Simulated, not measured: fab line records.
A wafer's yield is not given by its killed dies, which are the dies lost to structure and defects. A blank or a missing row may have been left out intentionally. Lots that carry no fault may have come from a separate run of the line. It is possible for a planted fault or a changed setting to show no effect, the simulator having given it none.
2 desks, one fault	flow sky130	each desk has only its own numbers; what lay behind them comes last

== FROM THE METROLOGY DESK ==
What the gauges read, lot by lot, whatever tool the lot ran on: means of the sampled wafers that have a number. If a lot's mean is further than 4 standard deviations from the usual mean, the lot is out of limits and carries the mark OUT (the distance appears in the brackets).
Columns: A = METAL1_OVL at SKY_METAL1_OVL_MEAS_16, usual -2 nm; B = VIA1_OVL at SKY_VIA1_OVL_MEAS_13, usual -1 nm
lot	first seen here	A	B
L280	day 33 05:43	1	0
L282	day 34 00:01	2	-3
L284	day 34 00:40	-13	-1
L283	day 34 04:08	-7	-2
L286	day 34 20:28	-2	-0
L285	day 34 22:49	4	-0
L287	day 35 08:46	-2	-5
L288	day 35 14:08	-1	-4
L289	day 35 23:43	-1	-2
L293	day 37 08:19	-1	2
L294	day 37 13:55	-1	2
L297	day 38 12:22	-4	-1
L302	day 39 16:31	-5	-3
This desk's finding: nothing out of limits on any of the 13 lots.

== AT THE TOOL OWNER'S DESK: implanter-01 ==
For each lot that ran on this tool, the mean over its sampled wafers that have a number, from the tool's own readings at SKY_LDD_N_IMPLANT_13. If a lot's mean is further than 4 standard deviations from the usual mean, the lot is out of limits and carries the mark OUT (the distance appears in the brackets).
Columns: A = dose_ions_cm2 at SKY_LDD_N_IMPLANT_13, usual 4.999e+12; B = end_station_pressure_torr at SKY_LDD_N_IMPLANT_13, usual 5.04e-06 Torr; C = faraday_current_uA at SKY_LDD_N_IMPLANT_13, usual 28.2; D = rotation_deg at SKY_LDD_N_IMPLANT_13, usual 89.996 degrees
lot	first seen here	A	B	C	D
L284	day 19 05:55	5.001e+12	5.34e-06	28.1	89.979
L283	day 19 08:41	4.994e+12	5.11e-06	27.9	89.998
L285	day 20 02:58	4.996e+12	5.02e-06	28.0	89.983
L289	day 21 11:43	4.995e+12	5.05e-06	28.6	89.999
L293	day 23 01:03	3.706e+12 (-99 or more) OUT	5.00e-06	21.4 (-12) OUT	90.021
L294	day 23 06:42	3.706e+12 (-99 or more) OUT	5.14e-06	20.7 (-13) OUT	90.020
Finding of this desk: L293, L294 out of limits; the first was L293 at day 23 01:03, on dose_ions_cm2 at SKY_LDD_N_IMPLANT_13. In limits: L284, L283, L285, L289.

== BROUGHT TOGETHER ==
On L293, L294, at day 23 01:03, an alarm was possible from the tool owner's desk.
At the metrology desk, nothing out of limits was observed.
The metrology desk has L293, L294 on record, within its limits.
Of the lots named, all ran SKY_LDD_N_IMPLANT_13 on implanter-01.

== WHAT THE SIMULATOR PUT IN ==
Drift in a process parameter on implanter-01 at SKY_LDD_N_IMPLANT_13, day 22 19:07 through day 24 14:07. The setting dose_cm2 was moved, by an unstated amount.
Struck lots among those shown: L293, L294.
Delay in hours, fault start to first out-of-limits reading, by desk: the tool owner's desk at 6.
